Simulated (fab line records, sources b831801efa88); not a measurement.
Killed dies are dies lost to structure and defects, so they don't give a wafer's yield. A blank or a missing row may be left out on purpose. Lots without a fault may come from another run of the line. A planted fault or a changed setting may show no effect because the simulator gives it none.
fab line records | flow sky130
record lots=12 wafers=36 last_day=50
route steps=708 shown VT_ADJUST_HVTR@140 LDD_N@253 LDD_HVN@276 POLY_CUT@316
lots that met no fault: from a run of the same line without faults
start_h: hours from the record's first day to the start of the lot's first wafer shown | wait_h: hours since the lot's step before | " the same as in the row above | L1.1+2: a row that stands for several wafers | - no value, or no start given | * or withheld: withheld | < > ~ a bound
route shown NAME@n: a module of which the file shows steps, and the number in the route of the first | usual: mean/standard deviation of fault-free wafers | same: alike in all rows | chamber/n: place in a boat | sites: the reading at each site | _std_site: their standard deviation | _edge_site: outer sites' mean less inner sites' | radius_mm: how far each site lies from the wafer's centre | mask NAME#n: copy n | behind: the tool/chamber that last shaped the wafer | hold: why the lot was held/for how many hours/how that ended | device: the transistor (n, p or np) that didn't switch | end of line: the same wafers' tests at the end of the route | a step without rows: its recipe alone | killed: dies lost to structure and defects at the first sort, not the wafer's yield | map: a wafer's dies, x killed, . not, _ none there
set.NAME: the setting as run; set.NAME@STEP: as run at that earlier step | model.NAME: the simulator's own value behind a step, which no gauge read
steps of the route over a sample of lots; a table a step, a row a wafer
services: from which hour (start_h, from the record's first day; less than 0 if before it) a tool's chamber was out of use, for how many hours, and why
## steps
# step SKY_VT_ADJUST_HVTR_IMPLANT_09
# recipe species=B energy_kev=10 dose_cm2=2.1e+12 tilt_deg=withheld
# usual dose_ions_cm2=2.1002e+12/2.4e+09 faraday_current_uA=11.82/0.2
# columns lot.wafer tool chamber start_h wait_h dose_ions_cm2 faraday_current_uA
L316.1 implanter-02 0 214.21 0.0 2.1036e+12 11.76
L316.4 " 0 " " 2.1041e+12 11.81
L316.6 " 0 " " 2.1008e+12 11.94
L318.1 implanter-02 0 225.36 0.0 2.0978e+12 12.02
L318.4 " 0 " " 2.1041e+12 11.69
L318.5 " 0 " " 2.0997e+12 11.80
L322.1 implanter-02 0 254.67 0.0 2.0981e+12 11.77
L322.2 " 0 " " 2.0952e+12 11.50
L322.5 " 0 " " 2.0964e+12 11.85
L323.1 implanter-01 0 260.42 0.0 2.0944e+12 11.67
L323.3 " 0 " " 2.0991e+12 11.53
L323.5 " 0 " " 2.1027e+12 11.73
L324.4 implanter-04 0 270.56 0.1 2.1005e+12 12.15
L324.5 " 0 " " 2.0977e+12 12.12
L324.6 " 0 " " 2.0977e+12 11.73
L325.1 implanter-04 0 276.87 0.0 2.0986e+12 11.76
L325.3 " 0 " " 2.1018e+12 11.82
L325.4 " 0 " " 2.1016e+12 11.89
L327.1 implanter-01 0 290.74 0.0 2.0972e+12 11.98
L327.4 " 0 " " 2.0973e+12 12.15
L327.6 " 0 " " 2.0984e+12 11.49
L328.1 implanter-04 0 298.22 0.0 2.1042e+12 11.81
L328.2 " 0 " " 2.0992e+12 12.06
L328.4 " 0 " " 2.0999e+12 11.80
L329.2 implanter-01 0 304.43 0.0 2.0981e+12 12.04
L329.4 " 0 " " 2.1028e+12 11.91
L329.5 " 0 " " 2.0992e+12 11.59
L332.2 implanter-02 0 325.14 0.0 2.0988e+12 11.70
L332.3 " 0 " " 2.0993e+12 11.75
L332.6 " 0 " " 2.0994e+12 12.15
L335.1 implanter-04 0 346.19 0.0 5.143e+11 2.87
L335.4 " 0 " " 5.135e+11 2.87
L335.6 " 0 " " 5.127e+11 2.90
L338.4 implanter-04 0 371.73 0.1 5.164e+11 2.91
L338.5 " 0 " " 5.157e+11 2.99
L338.6 " 0 " " 5.146e+11 2.95
# step SKY_VT_ADJUST_HVTR_TW_MEAS_11
# usual VT_ADJUST_HVTR_TW=210.6/1.6
# columns lot.wafer tool chamber start_h wait_h VT_ADJUST_HVTR_TW
L316.1 film_metro-03 - 214.46 0.1 212.5
L316.4 " - " " 212.3
L316.6 " - " " 211.6
L318.1 film_metro-01 - 225.61 0.1 209.4
L318.4 " - " " 210.5
L318.5 " - " " 210.0
L322.1 film_metro-01 - 254.92 0.1 210.4
L322.2 " - " " 209.9
L322.5 " - " " 209.9
L323.1 film_metro-02 - 260.67 0.1 210.2
L323.3 " - " " 209.3
L323.5 " - " " 210.2
L324.4 film_metro-01 - 270.77 0.1 208.5
L324.5 " - " " 209.0
L324.6 " - " " 207.7
L325.1 film_metro-01 - 277.12 0.1 209.2
L325.3 " - " " 210.0
L325.4 " - " " 208.5
L327.1 film_metro-02 - 290.99 0.1 210.1
L327.4 " - " " 210.0
L327.6 " - " " 209.8
L328.1 film_metro-02 - 298.47 0.1 209.6
L328.2 " - " " 208.9
L328.4 " - " " 208.7
L329.2 film_metro-01 - 304.67 0.1 208.9
L329.4 " - " " 210.1
L329.5 " - " " 207.9
L332.2 film_metro-03 - 325.38 0.1 213.6
L332.3 " - " " 213.4
L332.6 " - " " 213.6
L335.1 film_metro-01 - 346.44 0.1 143.0
L335.4 " - " " 144.2
L335.6 " - " " 144.1
L338.4 film_metro-02 - 371.94 0.1 144.5
L338.5 " - " " 142.8
L338.6 " - " " 143.1
# step SKY_LDD_N_STRIP_16
# recipe chemistry=O2/N2 power_w=1400 pressure_mtorr=1500 platen_temp_c=withheld o2_flow_sccm=3000 n2_flow_sccm=300 overash_fraction=0.5
# usual drypump_motor_current_A=5.6/0.32 oes_product_au=0.406/0.0047 strip_time_to_endpoint_s=4.315/0.014
# columns lot.wafer tool chamber start_h wait_h drypump_motor_current_A oes_product_au rf_hours_counter_h strip_time_to_endpoint_s
L316.1 plasma_asher-03 1 410.52 0.1 6.0 0.408 72 4.317
L316.4 " 0 " " 5.1 0.402 - 4.325
L316.6 " 1 " " 6.0 0.399 - 4.317
L318.1 plasma_asher-02 1 430.75 0.1 5.5 0.406 29 4.297
L318.4 " 0 " " 5.6 0.407 - 4.298
L318.5 " 0 " " 5.6 0.398 - 4.327
L322.1 plasma_asher-02 0 468.34 0.1 5.6 0.404 33 4.325
L322.2 " 1 " " 5.5 0.408 33 4.325
L322.5 " 1 " " 5.5 0.411 - 4.345
L323.1 plasma_asher-02 0 480.19 0.1 5.5 0.398 34 4.292
L323.3 " 0 " " 5.5 0.403 - 4.300
L323.5 " 0 " " 5.5 0.411 - 4.308
L324.4 plasma_asher-04 1 489.13 0.1 5.9 0.410 - 4.292
L324.5 " 1 " " 5.9 0.406 - 4.297
L324.6 " 0 " " 5.6 0.410 - 4.306
L325.1 plasma_asher-04 1 505.24 0.1 5.9 0.397 7 4.307
L325.3 " 1 " " 5.9 0.406 - 4.324
L325.4 " 0 " " 5.7 0.405 - 4.312
L327.1 plasma_asher-04 1 513.24 0.1 5.9 0.407 9 4.310
L327.4 " 0 " " 5.6 0.403 - 4.336
L327.6 " 0 " " 5.6 0.408 - 4.320
L328.1 plasma_asher-02 0 523.32 0.1 5.6 0.408 38 4.313
L328.2 " 1 " " 5.5 0.405 38 4.331
L328.4 " 1 " " 5.5 0.410 - 4.320
L329.2 plasma_asher-03 0 529.04 0.1 5.1 0.411 85 4.323
L329.4 " 1 " " 6.0 0.413 - 4.325
L329.5 " 1 " " 6.0 0.403 - 4.323
L332.2 plasma_asher-03 1 552.64 0.1 6.0 0.410 88 4.327
L332.3 " 0 " " 5.1 0.404 - 4.319
L332.6 " 0 " " 5.1 0.408 - 4.340
L335.1 plasma_asher-04 0 575.57 0.1 5.6 0.407 14 4.320
L335.4 " 0 " " 5.6 0.409 - 4.318
L335.6 " 0 " " 5.6 0.404 - 4.309
L338.4 plasma_asher-02 1 603.13 0.1 5.5 0.403 - 4.326
L338.5 " 1 " " 5.4 0.399 - 4.324
L338.6 " 0 " " 5.6 0.413 - 4.318
# step SKY_LDD_HVN_STRIP_09
# recipe chemistry=O2/N2 power_w=1400 pressure_mtorr=1500 platen_temp_c=withheld o2_flow_sccm=3000 n2_flow_sccm=300 overash_fraction=0.5
# usual drypump_motor_current_A=5.6/0.39 oes_product_au=0.408/0.004 strip_time_to_endpoint_s=4.133/0.013
# columns lot.wafer tool chamber start_h wait_h drypump_motor_current_A oes_product_au rf_hours_counter_h strip_time_to_endpoint_s
L316.1 plasma_asher-01 1 473.22 0.1 5.6 0.405 64 4.138
L316.4 " 1 " " 5.6 0.408 - 4.144
L316.6 " 0 " " 6.4 0.405 - 4.144
L318.1 plasma_asher-03 1 494.24 0.1 6.0 0.409 82 4.135
L318.4 " 0 " " 5.1 0.406 - 4.136
L318.5 " 0 " " 5.1 0.406 - 4.133
L322.1 plasma_asher-01 1 532.89 0.1 5.6 0.411 70 4.125
L322.2 " 0 " " 6.4 0.416 70 4.138
L322.5 " 0 " " 6.3 0.408 - 4.137
L323.1 plasma_asher-02 1 544.17 0.1 5.5 0.408 40 4.130
L323.3 " 0 " " 5.5 0.411 - 4.132
L323.5 " 0 " " 5.5 0.408 - 4.122
L324.4 plasma_asher-03 1 551.95 0.1 6.0 0.410 - 4.145
L324.5 " 1 " " 6.0 0.409 - 4.161
L324.6 " 0 " " 5.2 0.399 - 4.103
L325.1 plasma_asher-03 0 567.09 0.1 5.2 0.405 89 4.121
L325.3 " 1 " " 6.0 0.420 - 4.138
L325.4 " 0 " " 5.2 0.411 - 4.134
L327.1 plasma_asher-02 1 575.49 0.1 5.5 0.414 43 4.116
L327.4 " 1 " " 5.5 0.414 - 4.129
L327.6 " 1 " " 5.5 0.416 - 4.138
L328.1 plasma_asher-01 1 584.04 0.1 5.6 0.407 76 4.126
L328.2 " 0 " " 6.4 0.405 76 4.130
L328.4 " 0 " " 6.4 0.406 - 4.115
L329.2 plasma_asher-03 1 590.19 0.1 6.0 0.406 92 4.127
L329.4 " 1 " " 6.0 0.406 - 4.132
L329.5 " 0 " " 5.2 0.406 - 4.131
L332.2 plasma_asher-03 0 612.17 0.1 5.1 0.402 94 4.126
L332.3 " 0 " " 5.1 0.414 - 4.133
L332.6 " 1 " " 6.0 0.404 - 4.161
L335.1 plasma_asher-02 1 634.74 0.1 5.4 0.407 49 4.116
L335.4 " 1 " " 5.4 0.409 - 4.126
L335.6 " 1 " " 5.4 0.402 - 4.123
L338.4 plasma_asher-03 0 661.38 0.1 5.1 0.414 - 4.155
L338.5 " 0 " " 5.1 0.416 - 4.141
L338.6 " 1 " " 6.0 0.410 - 4.147
# step SKY_POLY_CUT_OVL_MEAS_09
# usual POLY_CUT_OVL=-5/5.6
# columns lot.wafer tool chamber start_h wait_h POLY_CUT_OVL[nm]
L316.1 overlay-02 - 570.92 0.1 -11
L316.4 " - " " -8
L316.6 " - " " -9
L318.1 overlay-01 - 589.53 0.1 -6
L318.4 " - " " -7
L318.5 " - " " -10
L322.1 overlay-02 - 625.87 0.1 -13
L322.2 " - " " -9
L322.5 " - " " -8
L323.1 overlay-02 - 635.63 0.1 2
L323.3 " - " " -6
L323.5 " - " " 0
L324.4 overlay-01 - 642.52 0.1 2
L324.5 " - " " -1
L324.6 " - " " 0
L325.1 overlay-01 - 656.98 0.1 -13
L325.3 " - " " -10
L325.4 " - " " -11
L327.1 overlay-01 - 667.33 0.1 -7
L327.4 " - " " -8
L327.6 " - " " -5
L328.1 overlay-01 - 674.07 0.1 -10
L328.2 " - " " -11
L328.4 " - " " -7
L329.2 overlay-02 - 680.58 0.1 -8
L329.4 " - " " -5
L329.5 " - " " -10
L332.2 overlay-01 - 700.43 0.1 5
L332.3 " - " " -3
L332.6 " - " " 6
L335.1 overlay-01 - 725.45 0.1 -6
L335.4 " - " " -12
L335.6 " - " " -9
L338.4 overlay-02 - 747.39 0.1 -10
L338.5 " - " " -5
L338.6 " - " " -6
## services
# columns tool chamber start_h hours kind
implanter-04 - 194.54 6.0 pm
implanter-04 - 224.18 2.9 repair
implanter-04 - 240.86 9.3 repair
implanter-01 - 242.58 1.7 repair
implanter-04 - 253.94 2.6 repair
plasma_asher-02 - 270.69 1.2 repair
implanter-01 - 280.40 0.6 repair
implanter-04 - 311.86 3.2 repair
implanter-04 - 328.91 6.6 repair
implanter-02 - 335.37 2.4 repair
plasma_asher-04 - 372.60 2.8 repair
implanter-04 - 390.79 0.7 repair
plasma_asher-03 - 390.90 0.8 repair
plasma_asher-02 - 416.58 8.6 repair
plasma_asher-04 - 417.02 1.9 repair
plasma_asher-04 - 421.25 9.0 pm
implanter-02 - 463.80 2.4 repair
implanter-02 - 502.29 3.9 pm
implanter-02 - 559.42 6.3 pm
implanter-04 - 577.14 1.7 repair
implanter-02 - 614.73 2.4 repair
plasma_asher-02 - 624.06 1.2 repair
plasma_asher-03 - 654.32 1.9 repair
implanter-02 - 656.64 3.3 pm
## key
first_sign step=SKY_VT_ADJUST_HVTR_IMPLANT_09 reading=dose_ions_cm2 direction=down sigmas=99+ usual=* struck=*
effect step=SKY_VT_ADJUST_HVTR_IMPLANT_09 reading=faraday_current_uA direction=down sigmas=43 usual=11.82 struck=2.92
effect step=SKY_VT_ADJUST_HVTR_TW_MEAS_11 reading=VT_ADJUST_HVTR_TW direction=down sigmas=42 usual=210.6 struck=143.6
met_at SKY_VT_ADJUST_HVTR_IMPLANT_09
struck_lots L335,L338
tester_left_out L335,L338
not_acting_at SKY_LDD_N_STRIP_16,SKY_LDD_HVN_STRIP_09,SKY_POLY_CUT_OVL_MEAS_09
onset_between 298.22 346.19
fault kind=process_parameter_drift tool=implanter-04 chamber=- onset_h=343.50 steps=SKY_VT_ADJUST_HVTR_IMPLANT_09 channel=dose_cm2 offset=* shape=step end_h=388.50 acts_in=* stated=*
# tester_left_out: of these lots the tester's yield and bins aren't shown, on N5 and GAA mostly nor the transistor test; their killed dies are dies lost to structure and defects alone, not to doping, threshold or leakage, so they don't give the yield
